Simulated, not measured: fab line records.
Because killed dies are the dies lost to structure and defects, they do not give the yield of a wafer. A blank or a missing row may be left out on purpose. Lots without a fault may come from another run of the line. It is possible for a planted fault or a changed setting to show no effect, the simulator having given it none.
Which of the tools did it? | flow sky130 | 14 lots with 42 wafers sampled at 5 steps, on a route of 708 steps

== WHAT EACH GAUGE READ, for each wafer ==
SKY_SONOS_ONO_THK_MEAS_03.
lot  | measured     | on           | SONOS_ONO_CVD_02_THK (nm)
L794 | day 11 16:03 | filmMetro-04 | 10.41 10.37 10.34
L795 | day 12 08:05 | filmMetro-03 | 10.67 10.62 10.54
L796 | day 12 08:04 | filmMetro-04 | 10.57 10.53 10.36
L797 | day 12 16:53 | filmMetro-03 | 10.65 10.64 10.56
L799 | day 13 06:50 | filmMetro-01 | 10.52 10.50 10.49
L800 | day 13 12:46 | filmMetro-03 | 10.62 10.56 10.55
L802 | day 14 05:12 | filmMetro-01 | 10.52 10.53 10.59
L804 | day 14 18:55 | filmMetro-03 | 10.55 10.64 10.58
L805 | day 15 05:40 | filmMetro-01 | 15.80 15.82 15.88
L806 | day 15 19:58 | filmMetro-01 | 15.72 15.75 15.79
L814 | day 18 07:28 | filmMetro-01 | 10.47 10.50 10.35
L815 | day 18 17:15 | filmMetro-01 | 10.62 10.54 10.61
L816 | day 18 23:10 | filmMetro-04 | 10.40 10.42 10.20
L817 | day 19 06:58 | filmMetro-03 | 10.50 10.56 10.59

SKY_VIA2_CD_MEAS_12 targets a cd of 200 nm.
lot  | measured     | on       | cdNm (nm)
L794 | day 36 07:26 | cdSem-02 | 198.0 198.6 196.8
L795 | day 37 00:17 | cdSem-02 | 199.2 200.8 200.5
L796 | day 37 03:28 | cdSem-01 | 199.5 200.6 199.3
L797 | day 37 09:20 | cdSem-02 | 200.0 198.9 199.2
L799 | day 38 01:43 | cdSem-01 | 201.6 202.1 203.1
L800 | day 38 08:55 | cdSem-01 | 199.3 200.6 201.3
L802 | day 38 18:59 | cdSem-01 | 196.7 198.5 198.6
L804 | day 39 10:49 | cdSem-01 | 198.3 198.6 198.8
L805 | day 39 18:05 | cdSem-01 | 201.4 199.1 200.0
L806 | day 40 10:04 | cdSem-01 | 199.4 200.1 200.3
L814 | day 42 12:53 | cdSem-02 | 199.8 200.7 197.7
L815 | day 42 15:40 | cdSem-01 | 199.0 199.3 198.3
L816 | day 42 21:49 | cdSem-02 | 198.1 198.4 198.0
L817 | day 43 02:06 | cdSem-01 | 199.6 200.5 200.8

SKY_METAL3_OVL_MEAS_14.
lot  | measured     | on         | METAL3_OVL (nm)
L794 | day 38 14:13 | overlay-01 | -3 -5 -2
L795 | day 39 05:44 | overlay-02 | 8 7 9
L796 | day 39 09:17 | overlay-01 | -13 -4 -1
L797 | day 39 14:53 | overlay-01 | 6 -4 -1
L799 | day 40 05:50 | overlay-01 | 2 0 -9
L800 | day 40 12:29 | overlay-01 | -5 -3 -1
L802 | day 40 21:47 | overlay-01 | 3 -7 -3
L804 | day 41 14:52 | overlay-02 | 6 -4 2
L805 | day 41 22:34 | overlay-01 | 2 -1 -5
L806 | day 42 12:10 | overlay-02 | -9 -3 -8
L814 | day 44 13:25 | overlay-01 | -3 -2 3
L815 | day 44 15:29 | overlay-01 | 2 -3 -3
L816 | day 44 21:26 | overlay-02 | -4 7 -1
L817 | day 45 01:44 | overlay-01 | -4 0 -5

SKY_PASSIVATION_THK_MEAS_01.
lot  | measured     | on           | PASSIVATION_CVD_00_THK (nm)
L794 | day 43 21:48 | filmMetro-02 | 88.7 91.4 91.4
L795 | day 44 12:41 | filmMetro-02 | 88.3 90.4 90.6
L796 | day 44 14:22 | filmMetro-04 | 89.9 90.8 90.8
L797 | day 44 21:01 | filmMetro-02 | 90.0 92.2 92.1
L799 | day 45 09:35 | filmMetro-02 | 87.0 86.8 89.8
L800 | day 45 15:26 | filmMetro-02 | 88.4 89.5 91.4
L802 | day 45 23:29 | filmMetro-02 | 88.3 89.3 89.0
L804 | day 46 14:51 | filmMetro-01 | 88.8 90.2 91.4
L805 | day 46 21:38 | filmMetro-01 | 87.8 86.7 89.3
L806 | day 47 07:39 | filmMetro-02 | 87.6 90.6 89.4
L814 | day 49 01:56 | filmMetro-04 | 88.6 89.9 91.4
L815 | day 49 04:18 | filmMetro-02 | 89.8 91.2 89.2
L816 | day 49 08:48 | filmMetro-01 | 88.8 86.3 90.1
L817 | day 49 12:06 | filmMetro-04 | 88.2 89.0 90.0

== WHAT TOOL EACH LOT RAN ON (gives the tool, then ch and the chambers of the sampled wafers, and finally the start) ==
lot  | SKY_SONOS_ONO_CVD_02
L794 | lpcvd-02 ch 1, day 11 14:59
L795 | lpcvd-02 ch 0, day 12 07:01
L796 | lpcvd-02 ch 1, day 12 07:01
L797 | lpcvd-02 ch 1, day 12 15:50
L799 | lpcvd-02 ch 0, day 13 05:47
L800 | lpcvd-02 ch 1, day 13 11:43
L802 | lpcvd-02 ch 0, day 14 04:09
L804 | lpcvd-02 ch 1, day 14 17:50
L805 | lpcvd-02 ch 1, day 15 04:37
L806 | lpcvd-02 ch 1, day 15 18:22
L814 | lpcvd-02 ch 0, day 18 06:25
L815 | lpcvd-02 ch 1, day 18 16:12
L816 | lpcvd-02 ch 1, day 18 22:07
L817 | lpcvd-02 ch 1, day 19 05:22
- SKY_SONOS_ONO_CVD_02: deposits Si3N4 from DCS/NH3, target thk 10.5 nm, time 180 s.

== AS READ BY THE TOOLS THEMSELVES (means over the sampled wafers that have a number; for cases with no such wafer, the mark the record gives instead) ==
The record holds no such reading with a usual standard deviation.

== THE ANSWER, worked out from the rows above alone ==
Rule: what is usual is taken from the lots themselves. The widest of any qualifying gaps counts: lots, ordered by their means at a reading, are off when they make up no more than a third of the lots, leave a main group of 4 or more, and stand apart from it by 3 or more times the standard deviation of that group's means. A main group is skipped when, at the precision printed for the reading in the tables above, its means are all equal. A lot without any number at a reading at which 4 lots or more have one is off too. All remaining lots with rows at the step are treated as sound. Order of review: gauges by route order, followed by the tools' own readings, for which a lot's mean as printed above is used. The first step at which some lot is off is used, and at that step the reading that is off furthest; a lot without a number counts as furthest.
Off: L805, L806, at SKY_SONOS_ONO_THK_MEAS_03 (SONOS_ONO_CVD_02_THK). The main group: mean 10.52 nm, standard deviation 0.088.
If a tool, at a process step before that reading, ran all the lots that are off and no sound lot after the first of them, it fits. Gauges at SKY_SONOS_ONO_THK_MEAS_03: tried the same way as those tools. No candidate that was tried fits.

== WHAT THE SIMULATOR PUT IN ==
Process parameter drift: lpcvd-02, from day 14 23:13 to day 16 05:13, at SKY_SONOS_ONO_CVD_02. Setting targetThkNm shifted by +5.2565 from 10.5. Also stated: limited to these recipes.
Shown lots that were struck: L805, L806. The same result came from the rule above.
